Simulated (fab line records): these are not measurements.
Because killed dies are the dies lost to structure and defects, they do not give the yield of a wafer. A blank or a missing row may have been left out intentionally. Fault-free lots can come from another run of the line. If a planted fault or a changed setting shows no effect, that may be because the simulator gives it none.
Struck lot and sound lot, side by side -- flow sky130 -- 30 out of 708 route steps
Sound: these wafers, L972.1, L972.2, L972.4. The struck wafers were L983.1, L983.2, L983.4. The cause is given at the end.
Each step with rows lists, per side, the tool, then ch with its chambers, then its first start. Under that, the readings that differ: sound wafers -- struck wafers -- difference of the means -- sigmas: that difference in standard deviations of wafers without a fault.
alike: same words and numbers on both sides, and readings whose means sit less than 2 such deviations apart. not compared: any withheld reading, any reading some wafer has no value for, any bound like >300 that may hide the same value, and any number with overlapping values for which the record gives no deviation.
A row with sigmas, a row that says differs or no value, or rows on one side alone: a step with any of these is where the two part. Numbers that don't overlap but have no deviation are shown without sigmas and don't part them. Lack of a reading on every wafer of one side parts them only where that side has two or more wafers.

SKY_PWDE_STRIP_09: strips in O2/N2.
  sound on plasmaAsher-01 ch 0,1, day 5 02:29; struck on plasmaAsher-04 ch 0,1, day 8 01:19
  alike: drypumpMotorCurrentA, oesProductAu, stripTimeToEndpointS
  not compared: rfHoursCounterH
SKY_PWDE_TW_MEAS_10:
  sound on filmMetro-03 at day 5 02:35; struck on filmMetro-04 at day 8 01:25
  alike: PWDE_TW
then, 7 steps without rows for these wafers: SKY_NWELL_DEHYDRATE_03 (time 60 s); SKY_NWELL_HMDS_04 (prime time 60 s); SKY_NWELL_COAT_05 (resist thk 3000 nm); SKY_NWELL_SOFTBAKE_06; SKY_NWELL_EXPOSE_07 (exposes mask NWM, target cd 840 nm); SKY_NWELL_PEB_08; SKY_NWELL_DEVELOP_09 (develop time 60 s).
SKY_NWELL_OVL_MEAS_10:
  sound on overlay-02 at day 5 19:17; struck on overlay-02 at day 8 22:32
  alike: NWELL_00_OVL
then, 2 steps without rows for these wafers: SKY_NWELL_IMPLANT_11; SKY_NWELL_IMPLANT_12.
SKY_NWELL_IMPLANT_13:
  sound on implanter-03 ch 0, day 5 19:42; struck on implanter-01 ch 0, day 8 22:53
reading,sound,struck,difference,sigmas
implantIonAmu,31 31 31,11 11 11,-20,
model.implant.rpNm (nm),59.68 59.68 59.68,156.2 156.2 156.2,+96.5,
model.implant.drpNm (nm),25.55 25.55 25.55,58.55 58.55 58.55,+33.00,
  alike: endStationPressureTorr
SKY_NWELL_STRIP_14: strips in O2/N2.
  sound on plasmaAsher-03 ch 0,1, day 5 19:51; struck on plasmaAsher-04 ch 0,1, day 8 23:02
  alike: drypumpMotorCurrentA, oesProductAu, stripTimeToEndpointS
  not compared: rfHoursCounterH
SKY_NWELL_TW_MEAS_15:
  sound on filmMetro-03 at day 5 20:03; struck on filmMetro-03 at day 8 23:08
  alike: NWELL_TW
then, 7 steps without rows for these wafers: SKY_NWELL_DEHYDRATE_16 (time 60 s); SKY_NWELL_HMDS_17 (prime time 60 s); SKY_NWELL_COAT_18 (resist thk 3000 nm); SKY_NWELL_SOFTBAKE_19; SKY_NWELL_EXPOSE_20 (exposes mask NWM COMPLEMENT, target cd 840 nm); SKY_NWELL_PEB_21; SKY_NWELL_DEVELOP_22 (develop time 60 s).
SKY_NWELL_OVL_MEAS_23:
  sound on overlay-01 at day 6 12:59; struck on overlay-01 at day 9 19:38
  alike: NWELL_01_OVL
then, 1 step without rows for these wafers: SKY_NWELL_IMPLANT_24.
SKY_NWELL_STRIP_25: strips in O2/N2.
  sound on plasmaAsher-01 ch 0,1, day 6 13:10; struck on plasmaAsher-01 ch 0,1, day 9 19:50
  alike: drypumpMotorCurrentA, oesProductAu, stripTimeToEndpointS
  not compared: rfHoursCounterH
SKY_NWELL_TW_MEAS_26:
  sound on filmMetro-04 at day 6 13:16; struck on filmMetro-02 at day 9 19:56
reading,sound,struck,difference,sigmas
NWELL_2_TW,487 486 485,501 506 505,+18,+3
then, 1 step without rows for these wafers: SKY_NWELL_CLEAN_27 (cleans in SC1/SC2, time 150 s).
SKY_NWELL_RTA_28: time 30 s.
  sound on rtpAnneal-01 ch 0, day 6 13:22; struck on rtpAnneal-02 ch 0, day 9 20:02
  alike: annealTempCMax, lampPowerPct, wafer_temp_C_max
SKY_NWELL_RS_MEAS_29: the measuring method here is four-point-probe.
  sound on filmMetro-02 at day 6 13:28; struck on filmMetro-03 at day 9 20:08
reading,sound,struck,difference,sigmas
NWELL_RS (ohm/sq),619.3 618.5 618.8,- - -,no value on the struck wafers,
-- the record jumps here: 40 days lie between the struck wafers' starts before and after (it left off in module NWELL and takes up again in module PAD_OPEN, whose first step shown is number 708 of the route) --
SKY_PAD_OPEN_PROBE_99:
  only the struck wafers here have rows in the record (prober-02, day 49 22:28); the sound ones have none

== WHERE THEY PART ==
Last at SKY_PAD_OPEN_PROBE_99 as far as this record goes, first at SKY_NWELL_TW_MEAS_26.

WHY: what the simulator had put in
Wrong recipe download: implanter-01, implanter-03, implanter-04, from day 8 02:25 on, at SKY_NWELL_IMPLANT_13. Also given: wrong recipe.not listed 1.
